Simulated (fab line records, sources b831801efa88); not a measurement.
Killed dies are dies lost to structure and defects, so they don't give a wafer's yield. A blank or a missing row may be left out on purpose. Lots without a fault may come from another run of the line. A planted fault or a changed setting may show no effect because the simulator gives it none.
Which tool did it? | flow sky130 | 6 lots, 18 wafers sampled, at 3 steps of a route of 708

WHAT THE GAUGES READ, wafer by wafer
SKY_METAL2_THK_MEAS_06: measures by xrf.
lot  | measured     | on            | METAL2_ALCU_THK (nm)
L824 | day 35 13:53 | film_metro-04 | 243.1 248.7 245.6
L828 | day 36 14:09 | film_metro-01 | 247.5 249.3 243.9
L829 | day 37 04:20 | film_metro-01 | 242.9 246.6 243.1
L836 | day 39 08:15 | film_metro-02 | 231.3 233.1 228.0
L841 | day 40 07:17 | film_metro-02 | 248.1 240.8 245.8
L844 | day 42 04:14 | film_metro-01 | 249.6 250.9 249.0

WHICH TOOL RAN EACH LOT (tool, then ch and the chambers of the sampled wafers, then the start)
lot  | SKY_METAL1_SPUTTER_03        | SKY_METAL2_SPUTTER_04
L824 | pvd_sputter-02, day 33 06:02 | pvd_sputter-04, day 35 13:42
L828 | pvd_sputter-02, day 34 06:31 | pvd_sputter-02, day 36 13:58
L829 | pvd_sputter-04, day 34 21:02 | pvd_sputter-04, day 37 04:08
L836 | pvd_sputter-02, day 37 01:29 | pvd_sputter-04, day 39 08:05
L841 | pvd_sputter-04, day 38 01:57 | pvd_sputter-02, day 40 07:06
L844 | pvd_sputter-04, day 40 00:47 | pvd_sputter-03, day 42 04:04
- SKY_METAL1_SPUTTER_03: material Ti, target thk 5 nm, time 3.3 s.
- SKY_METAL2_SPUTTER_04: material TiN, target thk 70 nm, time 58.3 s.

THE ANSWER, worked out from the rows above alone
Rule: what is usual is taken from the lots themselves. Put in order of their means at a reading, lots are off if they are a third of the lots or fewer, leave a main group of 4 or more, and stand apart from it by a gap of 3 or more times the standard deviation of the main group's means; of several such gaps the widest counts. A main group whose means are all the same, to the digits that the tables above print for the reading, isn't used. A lot without any number at a reading at which 4 lots or more have one is off too. The other lots that the step has rows for count as sound.
Off: L836, at SKY_METAL2_THK_MEAS_06 (METAL2_ALCU_THK). The main group: mean 246.3 nm, standard deviation 2.
A tool fits if, at a process step before that reading, it ran every lot that is off, and no sound lot after the first of them. The gauges at SKY_METAL2_THK_MEAS_06 are tried like those tools. Can't be told from this: 2 tools fit, pvd_sputter-02 at SKY_METAL1_SPUTTER_03, pvd_sputter-04 at SKY_METAL2_SPUTTER_04.

WHAT THE SIMULATOR HAD PUT IN
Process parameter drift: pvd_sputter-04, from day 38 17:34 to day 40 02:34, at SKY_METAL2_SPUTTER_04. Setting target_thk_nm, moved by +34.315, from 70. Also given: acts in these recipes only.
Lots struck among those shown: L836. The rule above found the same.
